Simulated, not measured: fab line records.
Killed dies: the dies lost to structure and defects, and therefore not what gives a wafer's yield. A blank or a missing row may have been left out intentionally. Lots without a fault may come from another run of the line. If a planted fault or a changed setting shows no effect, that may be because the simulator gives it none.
Which of the tools did it? ; flow sky130 ; 33 wafers from 11 lots sampled at 3 of the route's 708 steps

== WHAT THE GAUGES READ, wafer by wafer ==
SKY_GATE_OXIDE_THK_MEAS_02.
lot;measured;on;GATE_OXIDE_OXIDATION_00_THK (nm)
L852;day 12 22:34;film-metro-01;10.74 10.65 10.74
L854;day 13 09:57;film-metro-01;10.98 10.87 10.93
L855;day 13 20:26;film-metro-02;11.03 10.93 11.06
L860;day 15 06:20;film-metro-01;10.56 10.87 10.64
L869;day 18 16:52;film-metro-01;11.03 10.92 11.04
L870;day 18 23:26;film-metro-02;10.34 10.63 10.58
L871;day 19 23:08;film-metro-02;10.85 10.85 10.80
L872;day 19 23:09;film-metro-01;10.76 10.82 10.84
L873;day 20 00:28;film-metro-02;10.88 11.08 10.95
L874;day 20 05:06;film-metro-02;10.87 10.77 10.72
L875;day 21 00:56;film-metro-02;10.37 10.60 10.54

SKY_POLY_GATE_CD_MEAS_13: the cd target is 150 nm.
lot;measured;on;cd-nm (nm)
L852;day 16 16:28;cd-sem-01;150.3 149.8 150.1
L854;day 17 01:23;cd-sem-01;149.9 149.0 149.5
L855;day 17 11:18;cd-sem-01;151.5 149.1 150.4
L860;day 19 03:43;cd-sem-01;150.4 150.7 149.5
L869;day 22 18:35;cd-sem-02;152.0 151.6 153.1
L870;day 23 00:52;cd-sem-01;146.2 147.0 146.5
L871;day 23 23:25;cd-sem-02;150.2 148.2 149.1
L872;day 24 01:09;cd-sem-01;147.8 149.3 148.7
L873;day 24 03:00;cd-sem-02;151.8 151.0 152.4
L874;day 24 05:34;cd-sem-01;152.9 153.1 152.5
L875;day 25 07:53;cd-sem-02;151.0 150.6 150.5

== WHICH TOOL RAN EACH LOT (tool, then ch and the chambers of the sampled wafers, then the start) ==
lot;SKY_RES_PROTECT_STRIP_07
L852;plasma-asher-02 ch 0,1, day 15 07:13
L854;plasma-asher-04 ch 0,1, day 15 17:53
L855;plasma-asher-01 ch 0,1, day 16 04:50
L860;plasma-asher-01 ch 0,1, day 17 19:16
L869;plasma-asher-01 ch 0,1, day 21 10:04
L870;plasma-asher-02 ch 0,1, day 21 16:27
L871;plasma-asher-01 ch 0,1, day 22 14:56
L872;plasma-asher-04 ch 0,1, day 22 17:08
L873;plasma-asher-02 ch 0,1, day 22 17:58
L874;plasma-asher-01 ch 0,1, day 22 21:58
L875;plasma-asher-02 ch 0,1, day 23 16:44
- SKY_RES_PROTECT_STRIP_07: strips in O2/N2.

== AS READ BY THE TOOLS THEMSELVES (means over the sampled wafers that have a number; for cases with no such wafer, the mark the record gives instead) ==
SKY_RES_PROTECT_STRIP_07.
lot;tool;drypump-motor-current-A (A);oes-product-au (a.u.);strip-time-to-endpoint-s (s)
L852;plasma-asher-02;6.4;0.515;23.35
L854;plasma-asher-04;5.4;0.514;23.39
L855;plasma-asher-01;6.0;0.516;23.34
L860;plasma-asher-01;5.9;0.519;23.33
L869;plasma-asher-01;5.9;0.515;23.38
L870;plasma-asher-02;6.3;0.516;23.34
L871;plasma-asher-01;5.9;0.516;23.30
L872;plasma-asher-04;5.5;0.511;23.35
L873;plasma-asher-02;6.3;0.514;23.34
L874;plasma-asher-01;5.8;0.520;23.36
L875;plasma-asher-02;6.3;0.519;23.39

== THE ANSWER, worked out from the rows above alone ==
Rule: usual is defined by the lots themselves. The widest of any qualifying gaps counts: lots, ordered by their means at a reading, are off when they make up no more than a third of the lots, leave a main group of 4 or more, and stand apart from it by 3 or more times the standard deviation of that group's means. Not used: any main group whose means are identical at the precision the tables above print for the reading. A lot without any number at a reading at which 4 lots or more have one is off too. Any other lot the step has rows for is counted as sound. After the gauges, taken in route order, come the tools' own readings; for these a lot's mean is taken, as printed above. At the first step where some lot is off, the reading lying furthest off is the one used; lots without a number count as furthest.
Across all readings shown, no lot is off: no conclusion can be drawn from this.

== WHAT HAD BEEN PUT IN BY THE SIMULATOR ==
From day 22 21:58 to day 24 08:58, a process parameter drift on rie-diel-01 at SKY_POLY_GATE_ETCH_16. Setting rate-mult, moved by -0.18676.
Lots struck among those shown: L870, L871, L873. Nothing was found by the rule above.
